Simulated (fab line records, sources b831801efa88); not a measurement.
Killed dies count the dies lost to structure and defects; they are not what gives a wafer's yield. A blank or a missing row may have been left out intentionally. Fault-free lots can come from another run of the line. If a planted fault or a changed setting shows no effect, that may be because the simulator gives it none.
Check for tools in common | flow sky130 | 39 wafers sampled across 11 lots

## WHAT PROMPTED THE OPENING
2 of 11 lots carry a flag on the reading PWDE_TW at SKY_PWDE_TW_MEAS_10. Wafers without a fault read 375, standard deviation 4.6.
Rule: a lot gets a flag if all its wafers with a number sit over 4 standard deviations from that mean, or if no wafer of it has a number. All remaining lots are regarded as sound.

lot  | measured    | on            | PWDE_TW, wafer by wafer | flag
L113 | day 3 20:36 | film metro-03 | 380 378 378             |
L114 | day 4 02:54 | film metro-03 | 377 376 378             |
L116 | day 4 13:18 | film metro-02 | 377 378 377             |
L118 | day 5 00:22 | film metro-03 | 381 381 378             |
L119 | day 5 07:44 | film metro-02 | 374 372 375             |
L120 | day 5 16:25 | film metro-02 | 376 377 376             |
L130 | day 8 00:06 | film metro-01 | 285 285 285 287 283 285 | FLAGGED
L132 | day 8 08:09 | film metro-03 | 377 379 377             |
L133 | day 8 12:16 | film metro-02 | 288 287 288 288 288 288 | FLAGGED
L134 | day 8 16:37 | film metro-01 | 370 370 369             |
L136 | day 9 13:20 | film metro-01 | 368 368 365             |
Average over the flagged lots: 286; offset from the usual -89, equal to -19 standard deviations.

## WHICH TOOL RAN EACH LOT
The record keeps 1 process step preceding the reading, out of 708 steps on the route. In each cell: the tool, then ch and the chambers that the sampled wafers went through, then the start.
lot  | flag    | SKY_PWDE_IMPLANT_08
L113 |         | implanter-02 ch 0, day 3 20:22
L114 |         | implanter-02 ch 0, day 4 02:39
L116 |         | implanter-02 ch 0, day 4 13:04
L118 |         | implanter-04 ch 0, day 5 00:07
L119 |         | implanter-04 ch 0, day 5 07:31
L120 |         | implanter-02 ch 0, day 5 16:11
L130 | FLAGGED | implanter-02 ch 0, day 7 23:51
L132 |         | implanter-04 ch 0, day 8 07:54
L133 | FLAGGED | implanter-02 ch 0, day 8 12:01
L134 |         | implanter-01 ch 0, day 8 16:23
L136 |         | implanter-04 ch 0, day 9 13:05
What the steps here do:
- SKY_PWDE_IMPLANT_08
- SKY_PWDE_TW_MEAS_10

## FLAGGED AGAINST TOTAL, ONE TOOL AT A TIME (gauges that did the reading follow at the end)
step                | tool          | lots run | flagged | share of the flagged lots | sound lots run after its first flagged lot
SKY_PWDE_IMPLANT_08 | implanter-01  | 1        | 0       | none                      | -
SKY_PWDE_IMPLANT_08 | implanter-02  | 6        | 2       | all                       | 0
SKY_PWDE_IMPLANT_08 | implanter-04  | 4        | 0       | none                      | -
SKY_PWDE_TW_MEAS_10 | film metro-01 | 3        | 1       | some                      | 2 (L134,L136)
SKY_PWDE_TW_MEAS_10 | film metro-02 | 4        | 1       | some                      | 0
SKY_PWDE_TW_MEAS_10 | film metro-03 | 4        | 0       | none                      | -

## THE TABLE: WHAT IT ALLOWS
In the table, 1 row covers all flagged lots: implanter-02 at SKY_PWDE_IMPLANT_08.
- implanter-02 at SKY_PWDE_IMPLANT_08: 2 of its 6 lots flagged. It ran its last sound lot, L120, at day 5 16:11 and its first flagged lot, L130, at day 7 23:51: a fault with its onset between the two fits. Its own readings lie more than 4 standard deviations out on every wafer of the flagged lots: dose ions cm2, faraday current uA.
One tool is left: implanter-02 at SKY_PWDE_IMPLANT_08.

## WHAT HAD BEEN PUT IN BY THE SIMULATOR
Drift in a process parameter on implanter-02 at SKY_PWDE_IMPLANT_08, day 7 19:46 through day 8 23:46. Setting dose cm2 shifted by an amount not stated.
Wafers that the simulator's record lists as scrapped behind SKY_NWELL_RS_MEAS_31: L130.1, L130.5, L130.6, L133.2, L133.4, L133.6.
Shown lots that were struck: L130, L133. The same result came from the rule above.
